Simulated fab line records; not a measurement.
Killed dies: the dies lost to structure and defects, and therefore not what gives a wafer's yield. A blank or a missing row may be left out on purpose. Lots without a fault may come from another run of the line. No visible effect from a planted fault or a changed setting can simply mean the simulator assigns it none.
2 desks looking at one fault + flow sky130 + each desk has only its own numbers; what lay behind them comes last

## FOR THE TOOL OWNER'S DESK: hdpcvd-02
The tool's own readings at SKY_VIA2_HDPCVD_00 (deposits SiO2, target thk 1180 nm, time 196.7 s): means of the sampled wafers that have a number, for each lot that ran on this tool. A lot is out of limits, marked OUT, if its mean lies more than 4 standard deviations from the usual mean; the brackets give that distance.
Columns: A = pressureMtorr at SKY_VIA2_HDPCVD_00, usual 6.003 mTorr
| lot  | first seen here | A     |
|------|-----------------|-------|
| L912 | day 35 22:16    | 6.004 |
| L913 | day 35 22:37    | 6.007 |
| L914 | day 36 02:54    | 5.996 |
| L917 | day 37 07:07    | 5.999 |
| L927 | day 40 02:40    | 6.009 |
| L931 | day 41 23:10    | 5.999 |
| L932 | day 42 01:10    | 5.994 |
This desk found nothing out of limits on any of the 7 lots.

## AT THE METROLOGY DESK
Lot by lot, what the gauges showed, no matter which tool ran the lot: averages of those sampled wafers that carry a number. A lot is out of limits, marked OUT, if its mean lies more than 4 standard deviations from the usual mean; the brackets give that distance.
Columns: A = VIA2_HDPCVD_THK at SKY_VIA2_THK_MEAS_01, usual 1174 nm; B = cdNm at SKY_VIA2_CD_MEAS_12, usual 200.0 nm; C = VIA2_W_THK at SKY_VIA2_THK_MEAS_23, usual 446 nm
| lot  | first seen here | A              | B     | C   |
|------|-----------------|----------------|-------|-----|
| L912 | day 35 22:24    | 1165           | 200.6 | 454 |
| L913 | day 35 22:44    | 1172           | 201.0 | 446 |
| L911 | day 36 02:41    | 1175           | 198.7 | 455 |
| L914 | day 36 03:02    | 1557 (+35) OUT | 200.0 | 456 |
| L917 | day 37 07:18    | 1371 (+18) OUT | 201.5 | 451 |
| L925 | day 39 14:41    | 1166           | 199.1 | 438 |
| L926 | day 39 16:52    | 1186           | 199.5 | 433 |
| L927 | day 40 02:48    | 1175           | 201.4 | 457 |
| L928 | day 40 09:45    | 1162           | 197.9 | 445 |
| L931 | day 41 23:17    | 1176           | 202.2 | 438 |
| L933 | day 42 00:10    | 1177           | 199.2 | 451 |
| L932 | day 42 01:18    | 1170           | 200.3 | 435 |
Finding of this desk: L914, L917 out of limits, first seen on L914 at day 36 03:02 (VIA2_HDPCVD_THK at SKY_VIA2_THK_MEAS_01). L912, L913, L911, L925, L926, L927, L928, L931, L933, L932: within limits.

## ALL TOGETHER
At day 36 03:02 the metrology desk could have sounded an alarm, on L914, L917.
The tool owner's desk saw nothing out of limits.
Tool owner's desk: L914, L917 on record, inside its limits.
Every lot named ran SKY_VIA2_HDPCVD_00 on hdpcvd-02.

## WHAT THE SIMULATOR PUT IN
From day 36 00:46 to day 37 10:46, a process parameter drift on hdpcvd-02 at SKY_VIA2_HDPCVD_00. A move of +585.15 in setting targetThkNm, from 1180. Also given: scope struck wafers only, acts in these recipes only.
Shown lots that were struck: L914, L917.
Per desk, hours elapsed from the start of the fault to the first reading out of limits: for the metrology desk, 2.
